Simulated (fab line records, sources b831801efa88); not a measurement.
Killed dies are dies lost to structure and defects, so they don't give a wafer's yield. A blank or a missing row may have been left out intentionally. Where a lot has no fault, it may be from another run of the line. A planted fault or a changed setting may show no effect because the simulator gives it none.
Split-lot study + flow sky130 + route with 708 steps; 5 lots, 23 wafers read

## SPLIT DETAILS
At SKY_CAP2M_SPUTTER_02 (material TiN, target thk 200 nm, time 166.7 s), the setting timeS was moved away from the recipe's 166.7 s on 9 of the 23 wafers read, by -11.5% to +11.0%. The other wafers ran this setting at the recipe's value.

## FROM THE SPLIT TO THE READING: what the file shows between them, 3 steps
- SKY_CAP2M_RS_MEAS_03: measures by four-point-probe
- SKY_CAP2M_THK_MEAS_04: measures by xrf
- SKY_CAP2M_DEVELOP_11: develop time 60 s (also split here: devTempC)

## THE READING
oesProductAu, in a.u., at SKY_CAP2M_METAL_ETCH_13 (etches TiN in Cl2/BCl3, stops on SiO2, target depth 220 nm, time 62.9 s). A value of 0.944 a.u. with a standard deviation of 0.0094 a.u. is what fault-free wafers of this fab line usually give.

| wafer  | tool, chamber at the split | timeS as run, s | against the recipe | oesProductAu, a.u. | against lot-mates on the recipe |
|--------|----------------------------|-----------------|--------------------|--------------------|---------------------------------|
| L074.1 | pvdSputter-02, -           | 166.7           | recipe             | 0.952              | -                               |
| L074.4 | pvdSputter-02, -           | 166.7           | recipe             | 0.959              | -                               |
| L074.6 | pvdSputter-02, -           | 166.7           | recipe             | 0.957              | -                               |
| L077.1 | pvdSputter-02, -           | 166.7           | recipe             | 0.944              | -                               |
| L077.2 | pvdSputter-02, -           | 158.7           | -4.8%              | 0.929              | -0.015                          |
| L077.3 | pvdSputter-02, -           | 158.7           | -4.8%              | 0.912              | -0.032                          |
| L077.4 | pvdSputter-02, -           | 158.7           | -4.8%              | 0.911              | -0.033                          |
| L077.5 | pvdSputter-02, -           | 166.7           | recipe             | 0.944              | -                               |
| L081.1 | pvdSputter-02, -           | 185             | +11.0%             | 0.992              | +0.036                          |
| L081.2 | pvdSputter-02, -           | 166.7           | recipe             | 0.954              | -                               |
| L081.4 | pvdSputter-02, -           | 185             | +11.0%             | 1.008              | +0.052                          |
| L081.5 | pvdSputter-02, -           | 166.7           | recipe             | 0.965              | -                               |
| L081.6 | pvdSputter-02, -           | 166.7           | recipe             | 0.950              | -                               |
| L082.1 | pvdSputter-02, -           | 183.1           | +9.8%              | 0.987              | +0.052                          |
| L082.2 | pvdSputter-02, -           | 166.7           | recipe             | 0.937              | -                               |
| L082.3 | pvdSputter-02, -           | 166.7           | recipe             | 0.935              | -                               |
| L082.4 | pvdSputter-02, -           | 166.7           | recipe             | 0.933              | -                               |
| L082.6 | pvdSputter-02, -           | 183.1           | +9.8%              | 0.988              | +0.053                          |
| L084.1 | pvdSputter-01, -           | 166.7           | recipe             | 0.959              | -                               |
| L084.3 | pvdSputter-01, -           | 166.7           | recipe             | 0.934              | -                               |
| L084.4 | pvdSputter-01, -           | 147.5           | -11.5%             | 0.884              | -0.063                          |
| L084.5 | pvdSputter-01, -           | 147.5           | -11.5%             | 0.897              | -0.050                          |
| L084.6 | pvdSputter-01, -           | 166.7           | recipe             | 0.949              | -                               |

THE FIT
A straight line over all 23 wafers: oesProductAu changes by +0.0048 a.u. for each +1% of timeS; r = +0.95; the points scatter about the line by 0.0099 a.u.
The same after taking each lot's own level away (the mean of its wafers on the recipe; 23 wafers): +0.0048 a.u. for each +1%; r = +0.97; scatter 0.0073 a.u.
The reading moves by 0.055 a.u. for the largest change in timeS, on that fit.
From 0.9350 to 0.9563 a.u.: that is the span of the lots' own levels, equal to 2.3 times the standard deviation above.
The two slopes are in agreement: the lot-to-lot level therefore moves the slope only a little.
Check: -0.0541 a.u. against its lot-mates is what the line predicts for one of the wafers moved furthest among these (-11.5%) when that wafer is left out of the fit. Against them it came out at -0.0633 a.u.

## THE OTHER SPLITS THESE WAFERS WENT THROUGH
Before the reading, these wafers also passed through other splits. Each is held against what the fit with the lots' levels taken away leaves over:
| other split on the same wafers | wafers away from the commonest value | r with oesProductAu (lot level and that fit taken away) |
|--------------------------------|--------------------------------------|---------------------------------------------------------|
| SKY_VIA3_COAT_06 resistThkNm   | 7                                    | +0.00                                                   |
| SKY_VIA3_ETCH_14 sourceW       | 9                                    | -0.35                                                   |
| SKY_CAP2M_DEVELOP_11 devTempC  | 4                                    | -0.04                                                   |

## THE WHOLE CHAIN: every reading that the file lists as answering this split, in the file's order
| step                    | what it does                                                            | reading                                                                        | change (the file's fit)                   | r (the file's) |
|-------------------------|-------------------------------------------------------------------------|--------------------------------------------------------------------------------|-------------------------------------------|----------------|
| SKY_CAP2M_SPUTTER_02    | material TiN, target thk 200 nm, time 166.7 s                           | TiN_of_CAP2M_SPUTTER_02.thkNm (the simulator's own value, which no gauge read) | +1.97 nm for each +1% of the setting      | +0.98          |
| SKY_CAP2M_RS_MEAS_03    | measures by four-point-probe                                            | CAP2M_TIN_RS                                                                   | -0.0678 for each +1% of the setting       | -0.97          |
| SKY_CAP2M_THK_MEAS_04   | measures by xrf                                                         | CAP2M_TIN_THK                                                                  | +1.95 for each +1% of the setting         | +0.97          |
| SKY_CAP2M_METAL_ETCH_13 | etches TiN in Cl2/BCl3, stops on SiO2, target depth 220 nm, time 62.9 s | oesProductAu                                                                   | +0.00475 a.u. for each +1% of the setting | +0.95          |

## FILE'S OWN FIT
oesProductAu changes by +0.00475 a.u. for each +1% of timeS, r = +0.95.
